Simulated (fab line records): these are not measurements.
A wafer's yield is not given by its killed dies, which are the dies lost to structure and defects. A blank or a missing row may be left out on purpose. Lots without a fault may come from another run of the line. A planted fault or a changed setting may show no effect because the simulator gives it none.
2 desks looking at one fault + flow sky130 + numbers are kept per desk, each desk with only its own; the story behind them comes last

## TOOL OWNER'S DESK, cvd-w-01
The tool's own readings at SKY_VIA3_CVD_21 (deposits W, target thk 390 nm, time 117.31 s): means of the sampled wafers that have a number, for each lot that ran on this tool. Any lot whose mean is over 4 standard deviations away from the usual mean is out of limits and marked OUT; that distance is given in the brackets.
Columns: A = heater-power-w at SKY_VIA3_CVD_21, usual 769 W
| lot  | first seen here | A   |
|------|-----------------|-----|
| L398 | day 41 04:24    | 766 |
| L401 | day 42 00:46    | 800 |
| L402 | day 42 08:32    | 759 |
| L412 | day 45 03:34    | 744 |
| L414 | day 45 06:38    | 763 |
| L415 | day 45 20:55    | 785 |
Result from this desk: across the 6 lots, nothing is out of limits.

## FROM THE METROLOGY DESK
What the gauges read, lot by lot, whatever tool the lot ran on: means of the sampled wafers that have a number. Any lot whose mean is over 4 standard deviations away from the usual mean is out of limits and marked OUT; that distance is given in the brackets.
Columns: A = VIA3_BOW at SKY_VIA3_BOW_MEAS_03, usual 79 um; B = VIA3_W_RS at SKY_VIA3_RS_MEAS_22, usual 0.296 ohm/sq; C = VIA3_W_THK at SKY_VIA3_THK_MEAS_23, usual 391 nm
| lot  | first seen here | A  | B               | C             |
|------|-----------------|----|-----------------|---------------|
| L394 | day 38 18:42    | 80 | 0.294           | 390           |
| L398 | day 40 02:07    | 83 | 0.294           | 399           |
| L401 | day 40 23:55    | 78 | 0.246 (-12) OUT | 491 (+15) OUT |
| L402 | day 41 06:58    | 77 | 0.247 (-12) OUT | 482 (+14) OUT |
| L410 | day 43 21:31    | 77 | 0.295           | 393           |
| L409 | day 43 22:20    | 86 | 0.298           | 386           |
| L412 | day 44 05:10    | 79 | 0.297           | 393           |
| L414 | day 44 08:04    | 87 | 0.295           | 396           |
| L415 | day 44 22:54    | 80 | 0.300           | 389           |
| L417 | day 45 02:48    | 75 | 0.297           | 391           |
This desk finds L401, L402 out of limits, with the earliest case on L401 at day 42 00:53 (VIA3_W_RS at SKY_VIA3_RS_MEAS_22). Within limits: L394, L398, L410, L409, L412, L414, L415, L417.

## PUT TOGETHER
At day 42 00:53 the metrology desk could have sounded an alarm, on L401, L402.
The desk of the tool owner found nothing out of limits.
Tool owner's desk: L401, L402 on record, inside its limits.
Every lot named ran SKY_VIA3_CVD_21 on cvd-w-01.

## WHAT THE SIMULATOR HAD PUT IN
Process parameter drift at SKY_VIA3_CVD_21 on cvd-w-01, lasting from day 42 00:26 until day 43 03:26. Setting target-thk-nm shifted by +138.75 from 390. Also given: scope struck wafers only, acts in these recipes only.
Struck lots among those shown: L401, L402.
Time in hours between the start of the fault and the first out-of-limits reading at each desk: metrology desk, 0.
